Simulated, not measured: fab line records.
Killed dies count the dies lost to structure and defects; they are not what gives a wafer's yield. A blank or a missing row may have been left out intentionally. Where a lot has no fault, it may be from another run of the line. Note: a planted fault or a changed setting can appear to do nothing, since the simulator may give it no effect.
Which tool was responsible? | flow sky130 | Sampling: 15 lots, 45 wafers, 6 of 708 route steps

== WHAT THE GAUGES READ, wafer by wafer ==
SKY_FIELD_ISO_CD_MEAS_13: target cd 150 nm. Usual: cd nm at 150.2 nm, with a standard deviation of 1.4.
lot  | measured    | on        | cd nm (nm)        | flag
L318 | day 2 10:57 | cd sem-01 | 150.9 151.0 150.7 |
L319 | day 2 15:22 | cd sem-02 | 151.2 150.3 150.4 |
L320 | day 2 20:37 | cd sem-02 | 152.5 153.0 152.7 |
L321 | day 3 03:02 | cd sem-01 | 151.5 150.5 152.2 |
L322 | day 3 08:46 | cd sem-02 | 151.4 151.4 149.2 |
L324 | day 3 18:26 | cd sem-02 | 151.2 150.6 150.6 |
L325 | day 3 22:22 | cd sem-01 | 148.6 149.8 148.4 |
L326 | day 4 03:17 | cd sem-02 | 152.5 151.1 151.0 |
L327 | day 4 09:48 | cd sem-01 | 150.8 150.2 149.9 |
L334 | day 5 20:53 | cd sem-02 | 151.5 151.2 150.3 |
L335 | day 6 03:48 | cd sem-02 | 150.3 148.1 148.2 |
L336 | day 6 06:53 | cd sem-01 | 150.7 150.9 150.7 |
L337 | day 6 14:34 | cd sem-01 | 149.3 149.2 147.6 |
L339 | day 7 00:57 | cd sem-01 | 149.9 150.4 149.4 |
L340 | day 7 03:19 | cd sem-02 | 147.9 148.2 147.2 |

SKY_VT_ADJUST_LVTN_TW_MEAS_10. Usual: VT_ADJUST_LVTN_TW typically reads 244.0, with standard deviation 1.7.
lot  | measured     | on            | VT_ADJUST_LVTN_TW | flag
L318 | day 7 09:23  | film metro-04 | 244.3 245.0 243.9 |
L319 | day 7 13:42  | film metro-02 | 244.1 242.6 244.0 |
L320 | day 7 17:42  | film metro-03 | 245.6 245.4 245.8 |
L321 | day 8 00:05  | film metro-03 | 245.6 245.3 244.7 |
L322 | day 8 07:59  | film metro-03 | 246.1 244.8 245.5 |
L324 | day 8 19:49  | film metro-02 | 30.0 30.1 29.8    | OFF
L325 | day 9 01:44  | film metro-04 | 30.4 30.5 30.5    | OFF
L326 | day 9 09:40  | film metro-02 | 30.0 30.0 29.9    | OFF
L327 | day 9 13:59  | film metro-03 | 246.4 246.6 245.2 |
L334 | day 11 11:44 | film metro-02 | 241.8 242.6 242.2 |
L335 | day 11 17:20 | film metro-03 | 247.3 245.6 245.9 |
L336 | day 11 22:05 | film metro-04 | 243.7 243.9 244.9 |
L337 | day 12 06:41 | film metro-02 | 243.2 242.3 242.5 |
L339 | day 12 20:59 | film metro-04 | 243.6 244.2 243.4 |
L340 | day 12 23:25 | film metro-03 | 247.6 247.4 246.0 |

SKY_POLY_GATE_THK_MEAS_04. Usual: POLY_GATE_CVD_03_THK typically reads 74.5 nm, with standard deviation 0.62.
lot  | measured     | on            | POLY_GATE_CVD_03_THK (nm) | flag
L318 | day 15 14:46 | film metro-04 | 75.0 74.7 74.6            |
L319 | day 15 21:26 | film metro-02 | 73.1 73.7 73.9            |
L320 | day 16 00:35 | film metro-01 | 74.6 74.7 74.5            |
L321 | day 16 12:12 | film metro-04 | 74.5 74.1 74.6            |
L322 | day 16 19:51 | film metro-02 | 75.3 74.9 74.8            |
L324 | day 18 02:31 | film metro-02 | 74.2 74.6 73.9            |
L325 | day 18 02:31 | film metro-01 | 74.9 74.8 74.2            |
L326 | day 18 04:39 | film metro-01 | 75.4 75.2 75.0            |
L327 | day 18 09:49 | film metro-04 | 73.8 74.6 74.7            |
L334 | day 21 05:54 | film metro-01 | 73.9 73.4 74.2            |
L335 | day 21 12:40 | film metro-04 | 74.0 74.4 74.2            |
L336 | day 21 20:16 | film metro-02 | 74.4 74.7 75.2            |
L337 | day 22 03:53 | film metro-04 | 75.4 75.0 74.8            |
L339 | day 22 23:17 | film metro-04 | 75.0 75.3 75.5            |
L340 | day 23 06:15 | film metro-02 | 74.8 75.0 75.9            |

== EACH LOT AND THE TOOL THAT RAN IT (in order: tool; ch and the chambers of the sampled wafers; start) ==
lot  | SKY_FIELD_ISO_CMP_27         | SKY_VT_ADJUST_HVTP_STRIP_10          | SKY_VT_ADJUST_LVTN_STRIP_09
L318 | cmp-02 ch 0,3, day 2 19:10   | plasma asher-02 ch 0,1, day 6 13:23  | plasma asher-02 ch 0,1, day 7 09:17
L319 | cmp-02 ch 2,3, day 2 21:30   | plasma asher-04 ch 0,1, day 6 17:06  | plasma asher-03 ch 0, day 7 13:35
L320 | cmp-01 ch 0,1, day 3 02:08   | plasma asher-02 ch 0,1, day 6 21:23  | plasma asher-02 ch 0,1, day 7 17:35
L321 | cmp-02 ch 0,2,3, day 3 06:38 | plasma asher-04 ch 0,1, day 7 03:30  | plasma asher-03 ch 0,1, day 7 23:59
L322 | cmp-01 ch 1,2,3, day 3 12:53 | plasma asher-02 ch 0,1, day 7 11:21  | plasma asher-02 ch 0,1, day 8 07:52
L324 | cmp-02 ch 1,2, day 3 22:32   | plasma asher-03 ch 0,1, day 7 23:27  | plasma asher-02 ch 0,1, day 8 19:43
L325 | cmp-01 ch 1,2, day 4 03:16   | plasma asher-02 ch 0,1, day 8 04:36  | plasma asher-03 ch 0,1, day 9 01:37
L326 | cmp-01 ch 0,3, day 4 07:58   | plasma asher-04 ch 0,1, day 8 12:02  | plasma asher-03 ch 0,1, day 9 09:34
L327 | cmp-02 ch 0,2,3, day 4 13:42 | plasma asher-04 ch 0,1, day 8 16:00  | plasma asher-01 ch 0,1, day 9 13:53
L334 | cmp-01 ch 0,2,3, day 6 01:46 | plasma asher-03 ch 0,1, day 10 13:41 | plasma asher-03 ch 0,1, day 11 11:38
L335 | cmp-01 ch 0,2,3, day 6 07:19 | plasma asher-04 ch 1, day 10 18:17   | plasma asher-02 ch 0,1, day 11 17:14
L336 | cmp-01 ch 0,1,2, day 6 11:07 | plasma asher-03 ch 0,1, day 10 22:05 | plasma asher-01 ch 0,1, day 11 21:59
L337 | cmp-02 ch 0,1,3, day 6 18:05 | plasma asher-03 ch 0,1, day 11 07:05 | plasma asher-02 ch 0,1, day 12 06:35
L339 | cmp-01 ch 1,3, day 7 06:34   | plasma asher-04 ch 0,1, day 11 20:47 | plasma asher-01 ch 0,1, day 12 20:53
L340 | cmp-01 ch 0,1,3, day 7 07:07 | plasma asher-03 ch 0,1, day 11 23:05 | plasma asher-03 ch 0,1, day 12 23:19
- SKY_FIELD_ISO_CMP_27: polishes, stops on Si3N4, t overpolish 16 s, target thk 457.8 nm.
- SKY_VT_ADJUST_HVTP_STRIP_10: strips in O2/N2.
- SKY_VT_ADJUST_LVTN_STRIP_09: strips in O2/N2.

== WHAT THE TOOLS THEMSELVES READ (means of the sampled wafers that have a number; where no wafer has one, the mark that the record gives instead) ==
SKY_FIELD_ISO_CMP_27. Usual: motor current A 12.1 A, standard deviation 1.1; overpolish run s 16.001 s, standard deviation 0.0092; platen rpm 60.00 rpm, standard deviation 0.038; time to endpoint s 114 s, standard deviation 3.4.
lot  | tool   | motor current A (A) | overpolish run s (s) | platen rpm (rpm) | time to endpoint s (s) | flag
L318 | cmp-02 | 10.8                | 16.010               | 59.99            | 115                    |
L319 | cmp-02 | 11.5                | 16.003               | 60.01            | 116                    |
L320 | cmp-01 | 12.2                | 16.004               | 59.95            | 116                    |
L321 | cmp-02 | 10.5                | 15.994               | 59.96            | 117                    |
L322 | cmp-01 | 12.3                | 16.001               | 60.00            | 114                    |
L324 | cmp-02 | 12.1                | 16.000               | 60.00            | 115                    |
L325 | cmp-01 | 11.4                | 15.996               | 60.00            | 115                    |
L326 | cmp-01 | 12.6                | 16.003               | 60.00            | 112                    |
L327 | cmp-02 | 11.1                | 15.999               | 60.00            | 110                    |
L334 | cmp-01 | 12.8                | 16.003               | 60.01            | 114                    |
L335 | cmp-01 | 12.7                | 16.004               | 59.98            | 113                    |
L336 | cmp-01 | 11.8                | 16.000               | 60.00            | 114                    |
L337 | cmp-02 | 11.7                | 16.008               | 60.02            | 110                    |
L339 | cmp-01 | 11.4                | 16.005               | 60.04            | 113                    |
L340 | cmp-01 | 12.0                | 15.992               | 59.99            | 117                    |

SKY_VT_ADJUST_HVTP_STRIP_10. Usual: chamber pressure mTorr 1499.9 mTorr, standard deviation 1.4; drypump motor current A 5.7 A, standard deviation 0.38; oes product au 0.716 a.u., standard deviation 0.0041; strip time to endpoint s 14.18 s, standard deviation 0.043.
lot  | tool            | chamber pressure mTorr (mTorr) | drypump motor current A (A) | oes product au (a.u.) | strip time to endpoint s (s) | flag
L318 | plasma asher-02 | 1499.3                         | 5.9                         | 0.717                 | 14.15                        |
L319 | plasma asher-04 | 1499.8                         | 5.7                         | 0.715                 | 14.15                        |
L320 | plasma asher-02 | 1498.8                         | 5.9                         | 0.720                 | 14.16                        |
L321 | plasma asher-04 | 1501.2                         | 5.8                         | 0.717                 | 14.27                        |
L322 | plasma asher-02 | 1499.9                         | 5.9                         | 0.715                 | 14.15                        |
L324 | plasma asher-03 | -                              | -                           | -                     | -                            | OFF
L325 | plasma asher-02 | -                              | -                           | -                     | -                            | OFF
L326 | plasma asher-04 | -                              | -                           | -                     | -                            | OFF
L327 | plasma asher-04 | 1499.9                         | 5.8                         | 0.715                 | 14.14                        |
L334 | plasma asher-03 | 1501.0                         | 5.2                         | 0.715                 | 14.14                        |
L335 | plasma asher-04 | 1500.1                         | 5.7                         | 0.711                 | 14.21                        |
L336 | plasma asher-03 | 1499.9                         | 5.3                         | 0.714                 | 14.17                        |
L337 | plasma asher-03 | 1499.6                         | 5.2                         | 0.715                 | 14.15                        |
L339 | plasma asher-04 | 1498.4                         | 5.7                         | 0.716                 | 14.16                        |
L340 | plasma asher-03 | 1500.7                         | 5.2                         | 0.719                 | 14.18                        |

SKY_VT_ADJUST_LVTN_STRIP_09. Usual: chamber pressure mTorr 1499.9 mTorr, standard deviation 1.4; drypump motor current A 5.7 A, standard deviation 0.44; oes product au 0.722 a.u., standard deviation 0.0042; strip time to endpoint s 36.92 s, standard deviation 0.086.
lot  | tool            | chamber pressure mTorr (mTorr) | drypump motor current A (A) | oes product au (a.u.) | strip time to endpoint s (s) | flag
L318 | plasma asher-02 | 1501.3                         | 5.9                         | 0.721                 | 36.86                        |
L319 | plasma asher-03 | 1499.2                         | 5.3                         | 0.724                 | 36.97                        |
L320 | plasma asher-02 | 1500.6                         | 6.1                         | 0.724                 | 36.80                        |
L321 | plasma asher-03 | 1499.3                         | 5.2                         | 0.717                 | 36.97                        |
L322 | plasma asher-02 | 1498.7                         | 5.9                         | 0.720                 | 36.96                        |
L324 | plasma asher-02 | 1498.9                         | 5.9                         | 0.728                 | 53.98                        | OFF
L325 | plasma asher-03 | 1499.6                         | 5.2                         | 0.727                 | 53.88                        | OFF
L326 | plasma asher-03 | 1499.4                         | 5.2                         | 0.729                 | 53.78                        | OFF
L327 | plasma asher-01 | 1498.8                         | 6.0                         | 0.720                 | 36.96                        |
L334 | plasma asher-03 | 1500.6                         | 5.3                         | 0.724                 | 37.02                        |
L335 | plasma asher-02 | 1500.8                         | 5.9                         | 0.725                 | 36.89                        |
L336 | plasma asher-01 | 1500.3                         | 6.0                         | 0.721                 | 36.93                        |
L337 | plasma asher-02 | 1499.5                         | 6.1                         | 0.723                 | 36.97                        |
L339 | plasma asher-01 | 1499.5                         | 6.0                         | 0.729                 | 36.93                        |
L340 | plasma asher-03 | 1499.4                         | 5.2                         | 0.724                 | 36.93                        |

== THE ANSWER, worked out from the rows above alone ==
Rule: take the mean of a lot's wafers that have a number; if it is more than 3 standard deviations from the usual mean, the lot is off. A lot without any number at a reading at which 4 lots or more have one is off too. Where the step has rows for the other lots, those lots are counted as sound. Order of review: gauges by route order, followed by the tools' own readings, for which a lot's mean as printed above is used. At the first step where some lot is off, the reading lying furthest off is the one used; lots without a number count as furthest.
Off: L324, L325, L326, seen at SKY_VT_ADJUST_LVTN_TW_MEAS_10 (VT_ADJUST_LVTN_TW).
If a tool, at a process step before that reading, ran all the lots that are off and no sound lot after the first of them, it fits. The gauges at SKY_VT_ADJUST_LVTN_TW_MEAS_10 aren't tried: what is off there is off at SKY_VT_ADJUST_HVTP_STRIP_10 too, on other tools, and a gauge's error can't cause that. No candidate that was tried fits.

== WHAT WAS PUT IN BY THE SIMULATOR ==
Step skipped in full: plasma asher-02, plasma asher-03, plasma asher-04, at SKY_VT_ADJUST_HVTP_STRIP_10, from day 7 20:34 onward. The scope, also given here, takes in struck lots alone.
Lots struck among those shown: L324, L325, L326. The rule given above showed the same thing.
